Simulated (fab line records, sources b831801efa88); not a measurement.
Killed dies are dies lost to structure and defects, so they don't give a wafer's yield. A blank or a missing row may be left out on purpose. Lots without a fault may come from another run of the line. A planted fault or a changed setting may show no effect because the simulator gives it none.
A struck lot beside a sound one | flow sky130 | 15 steps out of a route of 708
Sound: wafers L639.1, L639.2, L639.3. Struck: wafers L631.2, L631.4, L631.6. The cause comes at the end.
At each step with rows: each side's tool, then ch and its chambers, then its first start. Under that, the readings that differ: sound wafers | struck wafers | difference of the means | sigmas: that difference in standard deviations of wafers without a fault.
alike: readings whose means differ by less than 2 such deviations, and words and numbers that are the same on both sides. not compared: withheld readings, readings that some wafer has no value for, bounds like >300 that may hide the same value, and numbers for which the record gives no deviation and whose values overlap.
The two part at a step that has a row with sigmas, a row that says differs or no value, or rows on one side only. Numbers that don't overlap but have no deviation are shown without sigmas and don't part them. A reading that every wafer of one side lacks parts them only if that side has two wafers or more.

SKY_NWELL_THK_MEAS_02:
  sound on film_metro-02, day 6 20:15; struck on film_metro-04, day 5 04:23
  alike: NWELL_OXIDATION_THK
then, 8 steps without rows for these wafers: SKY_DNWELL_DEHYDRATE_00 (time 60 s); SKY_DNWELL_HMDS_01 (prime time 60 s); SKY_DNWELL_COAT_02 (resist thk 3000 nm); SKY_DNWELL_SOFTBAKE_03; SKY_DNWELL_EXPOSE_04 (exposes mask DNM, target cd 3000 nm); SKY_DNWELL_PEB_05; SKY_DNWELL_DEVELOP_06 (develop time 60 s); SKY_DNWELL_IMPLANT_07.
SKY_DNWELL_STRIP_08: strips in O2/N2.
  sound on plasma_asher-02 ch 0,1, day 7 15:32; struck on plasma_asher-01 ch 0,1, day 5 22:28
  alike: drypump_motor_current_A, oes_product_au, strip_time_to_endpoint_s
  not compared: rf_hours_counter_h
SKY_DNWELL_TW_MEAS_09:
  sound on film_metro-04, day 7 15:38; struck on film_metro-02, day 5 22:34
  reading   | sound          | struck         | difference | sigmas
  DNWELL_TW | 1139 1134 1132 | 1095 1090 1092 | -43        | -3
then, 1 step without rows for these wafers: SKY_PWDE_DEHYDRATE_00 (time 60 s).
SKY_PWDE_HMDS_01: prime time 60 s.
  sound on litho_track-02 ch 0, day 8 00:37; struck on litho_track-03 ch 0, day 6 07:18
  reading          | sound                | struck               | difference | sigmas
  prime_temp_c (C) | 119.98 119.84 119.99 | 121.75 121.82 121.80 | +1.85      | +15
  alike: resist_line_temp_C
then, 1 step without rows for these wafers: SKY_PWDE_COAT_02 (resist thk 3000 nm).
-- the record jumps here: 43 days lie between the struck wafers' starts before and after (it left off in module PWDE and takes up again in module PAD_OPEN, whose first step shown is number 708 of the route) --
SKY_PAD_OPEN_PROBE_99:
  sound on prober-02, day 50 16:43; struck on prober-02, day 49 03:47
  reading             | sound   | struck   | difference | sigmas
  killed_at_front_end | 8 15 10 | 24 24 15 | +10        | +2
  alike: killed_at_M0_to_M3, killed_at_M4_up, killed_at_contacts, killed_at_other, killed_dies, killed_open, killed_short

WHERE THEY PART
First at SKY_DNWELL_TW_MEAS_09; last, within this record, at SKY_PAD_OPEN_PROBE_99.

WHY: what the simulator had put in
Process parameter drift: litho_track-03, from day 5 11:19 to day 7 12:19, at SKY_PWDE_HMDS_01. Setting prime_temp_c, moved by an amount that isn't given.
